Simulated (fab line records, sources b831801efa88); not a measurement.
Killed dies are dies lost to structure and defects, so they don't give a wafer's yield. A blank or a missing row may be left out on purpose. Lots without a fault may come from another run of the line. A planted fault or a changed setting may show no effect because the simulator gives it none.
A struck lot beside a sound one | flow sky130 | 43 steps out of a route of 708
Sound: wafers L753.3, L753.4, L753.6. Struck: wafers L766.2, L766.5, L766.6. The cause comes at the end.
At each step with rows: each side's tool, then ch and its chambers, then its first start. Under that, the readings that differ: sound wafers | struck wafers | difference of the means | sigmas: that difference in standard deviations of wafers without a fault.
alike: readings whose means differ by less than 2 such deviations, and words and numbers that are the same on both sides. not compared: withheld readings, readings that some wafer has no value for, bounds like >300 that may hide the same value, and numbers for which the record gives no deviation and whose values overlap.
The two part at a step that has a row with sigmas, a row that says differs or no value, or rows on one side only. Numbers that don't overlap but have no deviation are shown without sigmas and don't part them. A reading that every wafer of one side lacks parts them only if that side has two wafers or more.

first, 3 steps without rows for these wafers: SKY_FIELD_ISO_WET_ETCH_30 (etches SiO2 in dHF, target depth 25 nm, time 50 s); SKY_NWELL_CLEAN_00 (cleans in SC1/SC2, time 150 s); SKY_NWELL_OXIDATION_01 (stabilise 600 s, purge 300 s, target thk 10 nm).
SKY_NWELL_THK_MEAS_02:
  sound on film_metro-01, day 4 13:58; struck on film_metro-01, day 6 21:28
  alike: NWELL_OXIDATION_THK
then, 8 steps without rows for these wafers: SKY_DNWELL_DEHYDRATE_00 (time 60 s); SKY_DNWELL_HMDS_01 (prime time 60 s); SKY_DNWELL_COAT_02 (resist thk 3000 nm); SKY_DNWELL_SOFTBAKE_03; SKY_DNWELL_EXPOSE_04 (exposes mask DNM, target cd 3000 nm); SKY_DNWELL_PEB_05; SKY_DNWELL_DEVELOP_06 (develop time 62.68 s); SKY_DNWELL_IMPLANT_07.
SKY_DNWELL_STRIP_08: strips in O2/N2.
  sound on plasma_asher-01 ch 0,1, day 5 07:19; struck on plasma_asher-01 ch 0,1, day 7 16:59
  alike: drypump_motor_current_A, n2_flow_sccm, oes_product_au, strip_time_to_endpoint_s
  not compared: rf_hours_counter_h
SKY_DNWELL_TW_MEAS_09:
  sound on film_metro-02, day 5 07:24; struck on film_metro-02, day 7 17:05
  alike: DNWELL_TW
then, 7 steps without rows for these wafers: SKY_PWDE_DEHYDRATE_00 (time 60 s); SKY_PWDE_HMDS_01 (prime time 60 s); SKY_PWDE_COAT_02 (resist thk 3000 nm); SKY_PWDE_SOFTBAKE_03; SKY_PWDE_EXPOSE_04 (exposes mask PWDEM, target cd 840 nm); SKY_PWDE_PEB_05; SKY_PWDE_DEVELOP_06 (develop time 60 s).
SKY_PWDE_OVL_MEAS_07:
  sound on overlay-01, day 6 00:50; struck on overlay-02, day 8 12:25
  alike: PWDE_OVL
then, 1 step without rows for these wafers: SKY_PWDE_IMPLANT_08.
SKY_PWDE_STRIP_09: strips in O2/N2.
  sound on plasma_asher-04 ch 0,1, day 6 01:02; struck on plasma_asher-04 ch 0,1, day 8 12:36
  reading                      | sound             | struck            | difference | sigmas
  strip_time_to_endpoint_s (s) | 36.98 36.99 37.13 | 36.78 36.88 36.82 | -0.21      | -2
  alike: drypump_motor_current_A, n2_flow_sccm, oes_product_au
  not compared: rf_hours_counter_h
SKY_PWDE_TW_MEAS_10:
  sound on film_metro-02, day 6 01:07; struck on film_metro-04, day 8 12:43
  alike: PWDE_TW
then, 7 steps without rows for these wafers: SKY_NWELL_DEHYDRATE_03 (time 60 s); SKY_NWELL_HMDS_04 (prime time 60 s); SKY_NWELL_COAT_05 (resist thk 3000 nm); SKY_NWELL_SOFTBAKE_06; SKY_NWELL_EXPOSE_07 (exposes mask NWM, target cd 840 nm); SKY_NWELL_PEB_08; SKY_NWELL_DEVELOP_09 (develop time 60 s).
SKY_NWELL_OVL_MEAS_10:
  sound on overlay-02, day 6 19:59; struck on overlay-02, day 9 10:16
  alike: NWELL_00_OVL
then, 3 steps without rows for these wafers: SKY_NWELL_IMPLANT_11; SKY_NWELL_IMPLANT_12; SKY_NWELL_IMPLANT_13.
SKY_NWELL_STRIP_14: strips in O2/N2.
  sound on plasma_asher-04 ch 0,1, day 6 20:29; struck on plasma_asher-01 ch 0,1, day 9 10:45
  reading                     | sound       | struck      | difference | sigmas
  drypump_motor_current_A (A) | 6.2 6.1 6.2 | 4.9 5.0 5.8 | -0.9       | -2
  alike: n2_flow_sccm, oes_product_au, strip_time_to_endpoint_s
  not compared: rf_hours_counter_h
SKY_NWELL_TW_MEAS_15:
  sound on film_metro-01, day 6 20:34; struck on film_metro-02, day 9 10:52
  alike: NWELL_TW
then, 4 steps without rows for these wafers: SKY_NWELL_DEHYDRATE_16 (time 60 s); SKY_NWELL_HMDS_17 (prime time 60 s); SKY_NWELL_COAT_18 (resist thk 3000 nm); SKY_NWELL_SOFTBAKE_19.
-- the record jumps here: 41 days lie between the struck wafers' starts before and after (it left off in module NWELL and takes up again in module PAD_OPEN, whose first step shown is number 708 of the route) --
SKY_PAD_OPEN_PROBE_99:
  sound on prober-01, day 48 05:53; struck on prober-01, day 50 14:13
  reading             | sound    | struck     | difference | sigmas
  killed_at_front_end | 20 20 7  | 39 26 40   | +19        | +4
  killed_dies         | 86 84 66 | 116 89 107 | +25        | +3
  alike: killed_at_M0_to_M3, killed_at_M4_up, killed_at_contacts, killed_at_other, killed_open, killed_short

WHERE THEY PART
First at SKY_PWDE_STRIP_09; last, within this record, at SKY_PAD_OPEN_PROBE_99.

WHY: what the simulator had put in
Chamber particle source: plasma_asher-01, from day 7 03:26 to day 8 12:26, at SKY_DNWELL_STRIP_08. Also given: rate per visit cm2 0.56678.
